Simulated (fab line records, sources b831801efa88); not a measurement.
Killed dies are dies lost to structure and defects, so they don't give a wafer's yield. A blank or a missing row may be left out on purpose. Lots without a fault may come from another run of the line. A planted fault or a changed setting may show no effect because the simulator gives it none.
One fault seen from 2 desks | flow sky130 | each desk has only its own numbers; what lay behind them comes last

THE METROLOGY DESK
What the gauges read, lot by lot, whatever tool the lot ran on: means of the sampled wafers that have a number. A lot is out of limits, marked OUT, if its mean lies more than 4 standard deviations from the usual mean; the brackets give that distance.
Columns: A = VT_ADJUST_PCH_OVL at SKY_VT_ADJUST_PCH_OVL_MEAS_07, usual -0.7 nm; B = SONOS_TUNNEL_OVL at SKY_SONOS_TUNNEL_OVL_MEAS_08, usual -1.0 nm; C = SONOS_ONO_OXIDATION_THK at SKY_SONOS_ONO_THK_MEAS_01, usual 2.59 nm
lot  | first seen here | A    | B    | C
L134 | day 10 06:08    | -1.7 | -2.5 | 2.55
L136 | day 11 00:38    | 1.0  | -0.6 | 2.61
L137 | day 11 07:35    | 0.1  | -1.1 | 2.66
L139 | day 11 15:21    | -0.4 | -2.7 | 2.49
L140 | day 12 01:47    | -1.1 | 0.6  | 2.66
L141 | day 12 10:47    | -1.0 | -0.6 | 2.61
L142 | day 12 14:35    | 0.4  | -0.2 | 2.63
L144 | day 13 09:05    | -2.9 | -0.7 | 2.58
L151 | day 15 17:05    | 0.6  | -0.9 | 2.08 (-9.2) OUT
L154 | day 16 11:17    | -2.3 | -1.5 | 2.01 (-10) OUT
L155 | day 17 08:56    | 0.3  | -0.4 | 2.54
This desk's finding: out of limits on L151, L154; first on L151, day 17 00:58 (SONOS_ONO_OXIDATION_THK at SKY_SONOS_ONO_THK_MEAS_01). In limits: L134, L136, L137, L139, L140, L141, L142, L144, L155.

THE TOOL OWNER'S DESK: furnace-01
The tool's own readings at SKY_SONOS_ONO_OXIDATION_00 (stabilise 600 s, purge 300 s, target thk 2.6 nm): means of the sampled wafers that have a number, for each lot that ran on this tool. A lot is out of limits, marked OUT, if its mean lies more than 4 standard deviations from the usual mean; the brackets give that distance. Of its 10 readings 7 are shown: the one that was out of limits first, and those that lie furthest out on some lot.
Columns: A = spike_tc_bottom_C at SKY_SONOS_ONO_OXIDATION_00, usual 817.7 C; B = spike_tc_centre_C at SKY_SONOS_ONO_OXIDATION_00, usual 800.3 C; C = spike_tc_lower_C at SKY_SONOS_ONO_OXIDATION_00, usual 800.7 C; D = spike_tc_top_C at SKY_SONOS_ONO_OXIDATION_00, usual 810.7 C; E = spike_tc_upper_C at SKY_SONOS_ONO_OXIDATION_00, usual 798.6 C; F = tube_center_temp_C at SKY_SONOS_ONO_OXIDATION_00, usual 800 C; G = tube_center_temp_C_max at SKY_SONOS_ONO_OXIDATION_00, usual 802.1
lot  | first seen here | A                | B               | C               | D                | E               | F                     | G
L136 | day 12 00:25    | 814.4            | 801.0           | 800.9           | 813.0            | 799.0           | 800                   | 802.5
L137 | day 12 07:38    | 815.8            | 800.6           | 800.2           | 813.4            | 799.7           | 800                   | 802.0
L139 | day 12 16:12    | 815.4            | 800.9           | 801.4           | 814.3            | 799.1           | 800                   | 802.0
L140 | day 13 04:11    | 814.7            | 800.6           | 801.6           | 813.0            | 799.7           | 800                   | 802.5
L141 | day 13 14:32    | 816.1            | 800.4           | 800.6           | 812.5            | 799.5           | 800                   | 802.2
L142 | day 13 17:08    | 815.5            | 800.2           | 800.9           | 813.0            | 799.2           | 800                   | 802.1
L151 | day 16 23:37    | 798.8 (-7.0) OUT | 783.1 (-20) OUT | 784.2 (-15) OUT | 797.1 (-5.2) OUT | 782.7 (-13) OUT | 783 (-99 or more) OUT | 785.1 (-52) OUT
L154 | day 17 18:22    | 799.3 (-6.8) OUT | 783.2 (-20) OUT | 783.5 (-16) OUT | 797.1 (-5.2) OUT | 782.1 (-14) OUT | 783 (-99 or more) OUT | 785.4 (-51) OUT
This desk's finding: out of limits on L151, L154; first on L151, day 16 23:37 (spike_tc_bottom_C at SKY_SONOS_ONO_OXIDATION_00). In limits: L136, L137, L139, L140, L141, L142.

PUT TOGETHER
The tool owner's desk could have raised an alarm at day 16 23:37, on L151, L154.
The metrology desk could have raised an alarm at day 17 00:58, on L151, L154.
Of the lots named, all ran SKY_SONOS_ONO_OXIDATION_00 on furnace-01.

WHAT THE SIMULATOR HAD PUT IN
Process parameter drift: furnace-01, from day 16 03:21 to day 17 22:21, at SKY_SONOS_ONO_OXIDATION_00. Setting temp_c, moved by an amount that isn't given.
Lots struck among those shown: L151, L154.
Hours from the fault's start to each desk's first reading out of limits: the tool owner's desk, 20; the metrology desk, 22.
